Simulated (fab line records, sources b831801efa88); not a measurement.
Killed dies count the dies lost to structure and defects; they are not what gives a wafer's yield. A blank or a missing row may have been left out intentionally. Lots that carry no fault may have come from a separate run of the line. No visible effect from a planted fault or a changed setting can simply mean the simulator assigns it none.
A lot that was struck, set against a sound lot || flow sky130 || 4 steps out of a route of 708
Sound: the wafers L344.4, L344.5, L344.6. Wafers L339.1, L339.3, L339.5 were the ones struck. The cause is named last.
Each step with rows lists, per side, the tool, then ch with its chambers, then its first start. Under that, the readings that differ: sound wafers || struck wafers || difference of the means || sigmas: that difference in standard deviations of wafers without a fault.
alike: a reading whose means differ by less than 2 such deviations, as well as words and numbers matching on both sides. not compared: withheld readings; readings where some wafer has no value; bounds like >300 that might hide an equal value; numbers whose values overlap and for which the record gives no deviation.
The two part at a step that has a row with sigmas, a row that says differs or no value, or rows on one side only. Numbers that don't overlap but have no deviation are shown without sigmas and don't part them. A reading that every wafer of one side lacks parts them only if that side has two wafers or more.

SKY_FIELD_ISO_BOW_MEAS_00:
  struck on film-metro-02, day 3 12:00; sound on film-metro-01, day 4 13:04
  alike: INCOMING_BOW
then, 1 step without rows for these wafers: SKY_FIELD_ISO_OXIDATION_01 (stabilise 600 s, purge 300 s, target thk 12 nm).
SKY_FIELD_ISO_THK_MEAS_02:
  struck on film-metro-01, day 3 14:08; sound on film-metro-04, day 4 20:49
{"reading": "FIELD_ISO_OXIDATION_00_THK (nm)", "sound": "12.16 12.28 12.14", "struck": "13.02 13.02 13.24", "difference": "+0.90", "sigmas": "+4"}
  not compared: hold
SKY_PAD_OPEN_PROBE_99:
  the record holds rows for the sound wafers here (prober-01, day 50 03:18) but none for the struck ones

== WHERE THEY PART ==
First at SKY_FIELD_ISO_THK_MEAS_02; last, within this record, at SKY_PAD_OPEN_PROBE_99.

WHY: what had been put in by the simulator
Metrology matching offset: film-metro-01, from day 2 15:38 on, at SKY_FIELD_ISO_THK_MEAS_02. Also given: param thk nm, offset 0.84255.
